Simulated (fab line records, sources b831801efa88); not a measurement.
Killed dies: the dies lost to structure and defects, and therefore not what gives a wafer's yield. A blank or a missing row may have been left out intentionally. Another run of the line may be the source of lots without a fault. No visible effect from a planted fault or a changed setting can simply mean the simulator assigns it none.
Problem report, 8D (eight disciplines) form, completed by code	flow sky130	the parts of the form that need people (team, actions taken, sign-off) are left out

## 1. WHAT IS WRONG
Mean of heater-power-total-W at SKY_CAP2M_SOFTBAKE_08: 57.62 W across 2 wafers in 2 lots; on wafers with no fault it is 56.59 W (standard deviation 0.046). That puts it +22 standard deviations away from the usual mean.
The step: time 60 s.
Earliest sighting: wafer L829.6 on litho-track-01 at day 42 09:39. At this step, 36 wafers from 12 lots have a number in the record. By rule, "out" or "out of limits" means more than 4 standard deviations away from the usual mean. Any other wafer with a number is counted as sound.

## 2. WHAT IT IS; WHAT IT IS NOT
question	is	is not
which readings at this step	heater-power-total-W, run-length-s	chill-plate-temp-C
which lots	L829, L830	L822, L823, L826, L828, L831, L832, L837, L841, L842, L844
which wafers of those lots	L829.6, L830.1	L829.2, L829.3, L830.3, L830.5
read on which tools	litho-track-01	litho-track-02, litho-track-04
when	from day 42 09:39	up to then (14 sound wafers); but 20 sound wafers of L830, L831, L832, L837, L841, L842, L844 came after

## 3. WHAT RULES OUT EACH SUSPECT
Counting: a tool at a process step up to the reading stays a suspect if it ran every lot that is out. Sound lots after the first of them don't rule it out here, since some wafers of a struck lot are sound.
- litho-track-01 at SKY_CAP2M_SOFTBAKE_08 (time 60 s): kept. It processed each lot that is out (first: L829, day 42 09:39); up to then, its last sound lot is L828 (day 42 01:30). Out on those wafers are its own readings of heater-power-total-W, run-length-s.
After counting, what remains is litho-track-01 at SKY_CAP2M_SOFTBAKE_08.

## 4. THE CAUSE (what the simulator had put in)
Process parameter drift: litho-track-01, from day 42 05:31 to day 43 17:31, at SKY_CAP2M_SOFTBAKE_08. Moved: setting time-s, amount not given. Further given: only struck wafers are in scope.
After counting, this tool was the only one left.

## 5. SEQUENCE OF EFFECTS, ordered by route
Each row: a reading where the mean over the struck wafers with a number is more than 3 standard deviations away from the usual. Scope: only readings with a usual standard deviation given in the record; hours: median across lots of the time from each lot's start at the first step in this table that gives one to its start at this step; sigmas: change in usual standard deviations.
hours	step	reading	usual	on struck wafers	change	sigmas
0	SKY_CAP2M_SOFTBAKE_08	heater-power-total-W	56.59 W	57.62	+1.02	+22
0	SKY_CAP2M_SOFTBAKE_08	run-length-s	89.2 s	85.4	-3.8	-10
It contains these process steps:
- SKY_CAP2M_SOFTBAKE_08: time 60 s.
At these later measuring or inspecting steps, every struck wafer for which the step has a row has a number for every such reading, and none has moved that far: SKY_VIA4_RS_MEAS_19.

## 6. WHAT WOULD HAVE CAUGHT IT SOONER
In this record the first reading out of limits was taken at day 42 09:39, 4 hours after the fault began at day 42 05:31.
